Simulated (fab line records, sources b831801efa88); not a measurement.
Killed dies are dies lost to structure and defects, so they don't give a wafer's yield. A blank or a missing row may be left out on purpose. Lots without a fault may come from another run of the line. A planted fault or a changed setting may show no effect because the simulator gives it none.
Problem report in the 8D (eight disciplines) form, filled by code | flow gf180mcu | the parts of the form that need people (team, actions taken, sign-off) are left out

1. THE PROBLEM
NSD_RS at GF_PSD_RS_MEAS_14 reads a mean of 46.52 ohm/sq on 6 wafers of 2 lots; wafers without a fault read 46.08 ohm/sq with a standard deviation of 0.076. That is +5.7 standard deviations from the usual mean.
The step: measures by four-point-probe.
First seen on wafer L365.1, day 15 17:45, on film_metro-03. The record holds 36 wafers of 12 lots with a number at this step. Rule for "out", or "out of limits": more than 4 standard deviations from the usual mean. The other wafers with a number count as sound.

2. WHAT IT IS AND WHAT IT IS NOT
question                    | is                           | is not
which readings at this step | NSD_RS                       | -
which lots                  | L365, L366                   | L361, L362, L370, L374, L375, L376, L377, L378, L380, L381
which wafers of those lots  | all that have a number       | -
read on which gauges        | film_metro-02, film_metro-03 | film_metro-01
when                        | from day 15 17:45            | up to then (6 sound wafers); but 24 sound wafers of L370, L374, L375, L376, L377, L378, L380, L381 came after

3. SUSPECTS, AND WHAT RULES EACH OUT
Counting: a tool at a process step up to the reading stays a suspect if it ran every lot that is out and no sound lot after the first of them.
- the gauge at GF_PSD_RS_MEAS_14: ruled out. The wafers that are out were read on 2 gauges (film_metro-02, film_metro-03).
- implanter-04 at GF_NSD_IMPLANT_09: ruled out as a lasting fault. Sound lots L376, L378, L380, L381 ran on it after its first lot that is out, L365 (day 14 19:14).
- rtp_anneal-02 at GF_PSD_RTA_13 (time 20 s): ruled out as a lasting fault. Sound lots L370, L374, L375, L376, L377, L380 ran on it after its first lot that is out, L365 (day 15 17:40).
Left after counting: nothing in the record.

4. THE CAUSE (what the simulator had put in)
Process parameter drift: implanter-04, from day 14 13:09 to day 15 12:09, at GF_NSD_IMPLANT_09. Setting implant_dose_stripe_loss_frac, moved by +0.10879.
Counting ruled it out, wrongly: the rule takes a fault to strike every lot that its tool runs from its start on, and this one did not.

5. THE CHAIN OF EFFECTS, in route order
Each row: a reading whose mean over the struck wafers that have a number lies more than 3 standard deviations from the usual. Only readings for which the record gives a usual standard deviation are gone through. hours: the time from each lot's start at the first step in this table that gives one to its start at this step, as a median over the lots. sigmas: the change in usual standard deviations.
hours | step              | reading                  | usual        | on struck wafers | change | sigmas
0     | GF_NSD_STRIP_11   | strip_time_to_endpoint_s | 22.97 s      | 22.66            | -0.31  | -7.2
22    | GF_PSD_RS_MEAS_14 | NSD_RS                   | 46.08 ohm/sq | 46.52            | +0.44  | +5.7
The process steps in it:
- GF_NSD_STRIP_11: strips in O2/N2.
Later measuring or inspecting steps at which every struck wafer that the step has a row for has a number for every such reading, and none has moved that far: GF_SAB_THK_MEAS_01.

6. WHAT WOULD HAVE CAUGHT IT SOONER
In this record the first reading out of limits at a measuring or inspecting step was taken at day 15 17:45, 29 hours after the fault began at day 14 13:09.
Of the tool readings at GF_NSD_IMPLANT_09 for which the record gives a usual standard deviation, none was out on any struck wafer, so an alarm limit of 4 standard deviations on them would not have fired.
